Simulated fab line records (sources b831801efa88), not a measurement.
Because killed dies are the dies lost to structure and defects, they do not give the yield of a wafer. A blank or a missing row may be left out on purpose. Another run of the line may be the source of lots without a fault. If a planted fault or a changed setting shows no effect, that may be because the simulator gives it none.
Struck lot and sound lot, side by side / flow gf180mcu / 14 steps out of a route of 602
Sound: wafers L576.1, L576.4, L576.5. Wafers L584.1, L584.3, L584.4 were the ones struck. The cause is given at the end.
Order at every step that has rows: each side's tool, ch and its chambers, its first start. Under that, the readings that differ: sound wafers / struck wafers / difference of the means / sigmas: that difference in standard deviations of wafers without a fault.
alike: same words and numbers on both sides, and readings whose means sit less than 2 such deviations apart. not compared: any withheld reading, any reading some wafer has no value for, any bound like >300 that may hide the same value, and any number with overlapping values for which the record gives no deviation.
The two part at a step that has a row with sigmas, a row that says differs or no value, or rows on one side only. Non-overlapping numbers with no deviation appear without sigmas and do not part them. A reading missing from all wafers of one side parts the sides only when that side holds two or more wafers.

GF_CONTACT_OVL_MEAS_15:
  sound on overlay-02, day 17 00:11; struck on overlay-01, day 20 07:11
  alike: CONTACT_OVL
GF_CONTACT_ETCH_16: etches BARC in N2/H2.
  sound on rie diel-02 ch 0,2, day 17 00:13; struck on rie diel-03 ch 0,1,3, day 20 07:13
  alike: bias w, drypump motor current A, n2 flow sccm, oes product au, throttle valve pct
GF_CONTACT_ETCH_17: etches SiO2 in C4F8/O2/Ar, stops on CoSi2, target depth 860 nm.
  sound on rie diel-02 ch 0,2; struck on rie diel-03 ch 0,1,3
  alike: bias w, oes product au
GF_CONTACT_STRIP_18: strips in O2/N2.
  sound on plasma asher-01 ch 0,1, day 17 00:23; struck on plasma asher-03 ch 0,1, day 20 07:23
  alike: drypump motor current A, heater power w, n2 flow sccm, oes product au
  not compared: rf hours counter h
then, 3 steps without rows for these wafers: GF_CONTACT_CLEAN_19 (cleans in SPM); GF_CONTACT_CLEAN_20 (cleans in DIW); GF_CONTACT_CLEAN_21 (cleans in dHF, time 20 s).
GF_CONTACT_SPUTTER_22: material Ti, target thk 15 nm, time 80.02 s.
  sound on pvd sputter-03, day 17 00:42; struck on pvd sputter-04, day 20 07:42
  alike: throttle valve pct
GF_CONTACT_SPUTTER_23: material TiN, target thk 10 nm, time 40 s.
  sound on pvd sputter-03, day 17 00:46; struck on pvd sputter-04, day 20 07:46
  alike: throttle valve pct
then, 1 step without rows for these wafers: GF_CONTACT_CVD_24 (deposits W, target thk 300 nm, time 90.339 s).
GF_CONTACT_RS_MEAS_25: a four-point-probe measurement.
  sound on film metro-02, day 17 00:54; struck on film metro-04, day 20 07:54
  alike: CONTACT_W_RS
GF_CONTACT_THK_MEAS_26: measures by xrf.
  sound on film metro-02, day 17 01:01; struck on film metro-04, day 20 08:01
  alike: CONTACT_W_THK
GF_CONTACT_CMP_27: polishes, stops on SiO2, t overpolish 15 s, target thk 0 nm.
  sound on cmp-01 ch 1,3, day 17 01:05; struck on cmp-01 ch 1,2,3, day 20 08:20
reading=head pressure psi (psi); sound=3.494 3.513 3.508; struck=0.946 0.952 0.946; difference=-2.557; sigmas=-99 or more
reading=motor current A (A); sound=9.9 10.3 10.7; struck=5.4 5.5 5.9; difference=-4.7; sigmas=-7
reading=overpolish run s (s); sound=14.994 14.997 15.009; struck=0.041 0.034 0.044; difference=-14.960; sigmas=-99 or more
reading=time to endpoint s (s); sound=67.7 71.6 69.8; struck=112.7 113.5 115.2; difference=+44.1; sigmas=+17
-- the record jumps here: 12 days lie between the struck wafers' starts before and after (it left off in module CONTACT and takes up again in module PASSIVATION, whose first step shown is number 602 of the route) --
GF_PASSIVATION_PROBE_99:
  only the struck wafers here have rows in the record (prober-02, day 32 07:05); the sound ones have none

## WHERE THEY PART
First at GF_CONTACT_CMP_27; last, within this record, at GF_PASSIVATION_PROBE_99.

WHY: what the simulator had put in
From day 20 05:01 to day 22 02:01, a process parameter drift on cmp-01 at GF_CONTACT_CMP_27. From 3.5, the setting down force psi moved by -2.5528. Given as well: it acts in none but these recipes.
